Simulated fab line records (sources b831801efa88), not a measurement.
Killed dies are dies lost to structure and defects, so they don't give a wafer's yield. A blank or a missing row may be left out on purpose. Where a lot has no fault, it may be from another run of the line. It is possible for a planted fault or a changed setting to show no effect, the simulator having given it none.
2 desks looking at one fault | flow sky130 | only its own numbers are on each desk; what lay behind them is given at the end

== AT THE TOOL OWNER'S DESK: implanter-02 ==
The tool's own readings at SKY_LDD_N_IMPLANT_11: means of the sampled wafers that have a number, for each lot that ran on this tool. Any lot whose mean is over 4 standard deviations away from the usual mean is out of limits and marked OUT; that distance is given in the brackets.
Columns: A = doseIonsCm2 at SKY_LDD_N_IMPLANT_11, usual 7.498e+13; B = faradayCurrentUA at SKY_LDD_N_IMPLANT_11, usual 422
lot  | first seen here | A                           | B
L829 | day 19 06:29    | 7.496e+13                   | 431
L836 | day 21 17:20    | 4.193e+13 (-99 or more) OUT | 232 (-23) OUT
L837 | day 22 02:42    | 4.189e+13 (-99 or more) OUT | 234 (-22) OUT
L839 | day 22 16:45    | 4.181e+13 (-99 or more) OUT | 234 (-22) OUT
L843 | day 24 22:43    | 7.498e+13                   | 431
L845 | day 25 00:32    | 7.491e+13                   | 424
Finding of this desk: L836, L837, L839 out of limits; the first was L836 at day 21 17:20, on doseIonsCm2 at SKY_LDD_N_IMPLANT_11. Within limits: L829, L843, L845.

== METROLOGY DESK ==
Means of the sampled wafers that have a number, per lot and without regard to the tool the lot ran on: this is what the gauges read. Any lot whose mean is over 4 standard deviations away from the usual mean is out of limits and marked OUT; that distance is given in the brackets.
Columns: A = GATE_OXIDE_OVL at SKY_GATE_OXIDE_OVL_MEAS_10, usual 0.9 nm; B = GATE_OXIDE_TW at SKY_GATE_OXIDE_TW_MEAS_14, usual 223
lot  | first seen here | A    | B
L825 | day 13 23:10    | 0.3  | 225
L828 | day 14 15:50    | -0.5 | 225
L829 | day 15 03:58    | 1.8  | 229
L830 | day 15 23:37    | 1.5  | 222
L836 | day 17 14:11    | 0.1  | 225
L837 | day 18 00:56    | 1.7  | 219
L839 | day 18 11:40    | 2.4  | 219
L843 | day 20 09:47    | 1.0  | 226
L842 | day 20 10:00    | 1.9  | 219
L844 | day 20 20:05    | 0.9  | 225
L845 | day 20 20:31    | 2.0  | 219
L848 | day 21 21:07    | 1.5  | 227
Finding of this desk: none of the 12 lots has anything out of limits.

== ALL TOGETHER ==
The tool owner's desk could have raised an alarm at day 21 17:20, on L836, L837, L839.
Metrology desk: nothing out of limits seen.
The metrology desk holds a record of L836, L837, L839, inside its limits.
The lots listed all ran SKY_LDD_N_IMPLANT_11 on implanter-02.

== WHAT THE SIMULATOR HAD PUT IN ==
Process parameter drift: implanter-02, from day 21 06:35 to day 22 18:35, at SKY_LDD_N_IMPLANT_11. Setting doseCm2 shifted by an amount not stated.
Shown lots that were struck: L836, L837, L839.
How many hours passed from the start of the fault until each desk's first out-of-limits reading: the tool owner's desk, 11.
